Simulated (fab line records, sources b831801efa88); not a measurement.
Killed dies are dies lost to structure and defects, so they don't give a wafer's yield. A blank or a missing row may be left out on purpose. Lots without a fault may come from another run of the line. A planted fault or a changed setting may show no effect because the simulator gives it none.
Which tool did it? | flow gf180mcu | 6 lots, 18 wafers sampled, at 1 step of a route of 602

WHAT THE GAUGES READ, wafer by wafer
GF_VT_IMPLANT_OVL_MEAS_29.
lot  | measured     | on         | VT_IMPLANT_02_OVL (nm)
L484 | day 6 18:46  | overlay-02 | 0.6 0.5 -0.7
L488 | day 8 03:46  | overlay-02 | -0.9 -2.0 -0.2
L494 | day 10 02:01 | overlay-02 | 2.3 2.2 2.2
L497 | day 11 01:01 | overlay-02 | -1.5 -0.8 -0.8
L501 | day 11 21:35 | overlay-01 | -1.0 0.4 -1.5
L506 | day 13 07:53 | overlay-02 | 0.6 0.6 -0.4

WHICH TOOL RAN EACH LOT (tool, then ch and the chambers of the sampled wafers, then the start)
The record holds no process step before these readings.

THE ANSWER, worked out from the rows above alone
Rule: what is usual is taken from the lots themselves. Put in order of their means at a reading, lots are off if they are a third of the lots or fewer, leave a main group of 4 or more, and stand apart from it by a gap of 3 or more times the standard deviation of the main group's means; of several such gaps the widest counts. A main group whose means are all the same, to the digits that the tables above print for the reading, isn't used. A lot without any number at a reading at which 4 lots or more have one is off too. The other lots that the step has rows for count as sound.
Off: L494, at GF_VT_IMPLANT_OVL_MEAS_29 (VT_IMPLANT_02_OVL). The main group: mean -0.5 nm, standard deviation 0.56.
A tool fits if, at a process step before that reading, it ran every lot that is off, and no sound lot after the first of them. The gauges at GF_VT_IMPLANT_OVL_MEAS_29 are tried like those tools. None of those tried fits.

WHAT THE SIMULATOR HAD PUT IN
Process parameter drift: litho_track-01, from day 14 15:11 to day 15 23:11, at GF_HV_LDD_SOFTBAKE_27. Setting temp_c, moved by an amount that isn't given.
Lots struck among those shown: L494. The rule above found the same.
